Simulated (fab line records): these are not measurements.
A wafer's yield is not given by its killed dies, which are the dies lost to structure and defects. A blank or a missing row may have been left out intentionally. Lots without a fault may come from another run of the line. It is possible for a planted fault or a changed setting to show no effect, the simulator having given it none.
A lot that was struck, set against a sound lot :: flow sky130 :: 32 steps out of a route of 708
Sound: these wafers, L804.2, L804.4, L804.6. Struck: wafer L817.1 (left out: L817.2, L817.3 of the same lot, which were not struck); the cause appears at the end.
Per side, at each step with rows, come the tool, then ch with its chambers, and then its first start. Under that, the readings that differ: sound wafers :: struck wafers :: difference of the means :: sigmas: that difference in standard deviations of wafers without a fault.
alike: readings whose means differ by less than 2 such deviations, and words and numbers that are the same on both sides. not compared: withheld readings, readings that some wafer has no value for, bounds like >300 that may hide the same value, and numbers for which the record gives no deviation and whose values overlap.
The two part at a step that has a row with sigmas, a row that says differs or no value, or rows on one side only. Numbers that have no deviation but don't overlap get no sigmas and don't part them. A reading that every wafer of one side lacks parts them only if that side has two wafers or more.

SKY_VIA1_ETCH_15: etches SiO2 in C4F8/O2/Ar, stops on TiN, target depth 351 nm, time 54 s.
  sound on rie diel-02 ch 0,1, day 33 20:37; struck on rie diel-01 ch 3, day 38 17:34
  alike: oes product au
  not compared: rf hours counter h
then, 4 steps without rows for these wafers: SKY_VIA1_STRIP_16 (strips in O2/N2); SKY_VIA1_STRIP_17 (strips in post etch residue remover, time 1200 s); SKY_VIA1_CLEAN_18 (cleans in IPA, time 180 s); SKY_VIA1_CLEAN_19 (cleans in O3/DIW).
SKY_VIA1_SPUTTER_20: material TiN, target thk 20 nm, time 80 s.
  sound on pvd sputter-04, day 33 21:17; struck on pvd sputter-03, day 38 18:13
  alike: chamber pressure pa, throttle valve pct
SKY_VIA1_CVD_21: deposits W, target thk 270 nm, time 80.902 s.
  sound on cvd w-01 ch 0, day 33 21:23; struck on cvd w-02 ch 1, day 38 18:17
reading: since wet clean h (h)
sound: - - -
struck: 502
difference: no value on the sound wafers
sigmas: 
  alike: heater power w
SKY_VIA1_RS_MEAS_22: a four-point-probe measurement.
  sound on film metro-02, day 33 21:34; struck on film metro-03, day 38 18:22
  alike: VIA1_W_RS
SKY_VIA1_THK_MEAS_23: measures by xrf.
  sound on film metro-02, day 33 21:40; struck on film metro-03, day 38 18:29
  alike: VIA1_W_THK
then, 3 steps without rows for these wafers: SKY_VIA1_CMP_24 (polishes, stops on SiO2, t overpolish 15 s, target thk 0 nm); SKY_METAL2_SPUTTER_00 (material Ti, target thk 15 nm, time 10 s); SKY_METAL2_SPUTTER_01 (material TiN, target thk 20 nm, time 16.7 s).
SKY_METAL2_SPUTTER_02: material AlCu, target thk 250 nm, time 13.3 s.
  sound on pvd sputter-03, day 33 22:04; struck on pvd sputter-03, day 38 18:54
reading: chamber pressure pa (Pa)
sound: 0.3986 0.4014 0.4010
struck: 0.3301
difference: -0.0702
sigmas: -59

reading: throttle valve pct (%)
sound: 29.0 30.0 29.8
struck: 31.3
difference: +1.7
sigmas: +2

reading: model.AlCu_of_METAL2_SPUTTER_02.thk nm (nm)
sound: 246.9 248.1 248.9
struck: 253.1
difference: +5.1
sigmas: 
SKY_METAL2_SPUTTER_03: material Ti, target thk 5 nm, time 3.3 s.
  sound on pvd sputter-03, day 33 22:05; struck on pvd sputter-03, day 38 18:55
  alike: chamber pressure pa, throttle valve pct
then, 1 step without rows for these wafers: SKY_METAL2_SPUTTER_04 (material TiN, target thk 70 nm, time 58.3 s).
SKY_METAL2_RS_MEAS_05: a four-point-probe measurement.
  sound on film metro-04, day 33 22:10; struck on film metro-01, day 38 18:59
reading: METAL2_ALCU_RS (ohm/sq)
sound: 0.1281 0.1278 0.1272
struck: 0.1242
difference: -0.0035
sigmas: -2
SKY_METAL2_THK_MEAS_06: measures by xrf.
  sound on film metro-04, day 33 22:17; struck on film metro-01, day 38 19:07
  alike: METAL2_ALCU_THK
then, 8 steps without rows for these wafers: SKY_METAL2_DEHYDRATE_07 (time 60 s); SKY_METAL2_HMDS_08 (prime time 60 s); SKY_METAL2_COAT_09 (resist thk 60 nm); SKY_METAL2_COAT_10 (resist thk 450 nm); SKY_METAL2_SOFTBAKE_11 (time 90 s); SKY_METAL2_EXPOSE_12 (exposes mask MM2, target cd 140 nm); SKY_METAL2_PEB_13; SKY_METAL2_DEVELOP_14 (develop time 60 s).
SKY_METAL2_CD_MEAS_15: the cd target is 140 nm.
  sound on cd sem-01, day 35 00:02; struck on cd sem-02, day 39 19:39
reading: cd nm (nm)
sound: 140.7 143.0 141.8
struck: 139.0
difference: -2.8
sigmas: -2
SKY_METAL2_OVL_MEAS_16:
  sound on overlay-02, day 35 00:08; struck on overlay-02, day 39 19:46
  alike: METAL2_OVL
then, 2 steps without rows for these wafers: SKY_METAL2_DESCUM_17 (chemistry O2, time 8 s); SKY_METAL2_ETCH_18 (etches BARC in N2/H2, stops on SiO2, time 45.9 s, target depth 60 nm).
SKY_METAL2_METAL_ETCH_19: etches the open film in Cl2/BCl3, stops on SiO2, target depth 360 nm, time 78 s.
  sound on rie metal-01 ch 1, day 35 00:23; struck on rie metal-02 ch 0, day 39 19:54
reading: rf hours counter h (h)
sound: - - -
struck: 10
difference: no value on the sound wafers
sigmas: 

reading: model.METAL2.feature depth nm (nm)
sound: 357.9 359.3 360.1
struck: 362.6
difference: +3.5
sigmas: 

reading: model.etch.depth nm (nm)
sound: 357.9 359.3 360.1
struck: 362.6
difference: +3.5
sigmas: 
  alike: drypump motor current A, oes product au, throttle valve pct
SKY_METAL2_STRIP_20: strips in O2/N2.
  sound on plasma asher-02 ch 0, day 35 00:32; struck on plasma asher-04 ch 0, day 39 19:59
  alike: drypump motor current A, oes product au, strip time to endpoint s
  not compared: rf hours counter h
-- the record jumps here: 10 days lie between the struck wafers' starts before and after (it left off in module METAL2 and takes up again in module PAD_OPEN, whose first step shown is number 708 of the route) --
SKY_PAD_OPEN_PROBE_99:
  sound on prober-02, day 45 14:17; struck on prober-01, day 49 10:17
reading: model.etest.met2.rs ohm sq
sound: 0.1302 0.1294 0.1293
struck: 0.1267
difference: -0.0029
sigmas: 
  alike: defect limited yield, killed_at_M0_to_M3, killed_at_M4_up, killed at contacts, killed at front end, killed at other, killed dies, killed open, killed short, sort_bin_3_pad_short, sort_bin_5_function, sort_bin_6_memory, sort n pass, sort yield pct

## WHERE THEY PART
At SKY_VIA1_CVD_21 first; at SKY_METAL2_METAL_ETCH_19 last (within this record only). Later steps at which nothing parts them and some readings are alike: SKY_METAL2_STRIP_20, SKY_PAD_OPEN_PROBE_99.

WHY: the cause the simulator had injected
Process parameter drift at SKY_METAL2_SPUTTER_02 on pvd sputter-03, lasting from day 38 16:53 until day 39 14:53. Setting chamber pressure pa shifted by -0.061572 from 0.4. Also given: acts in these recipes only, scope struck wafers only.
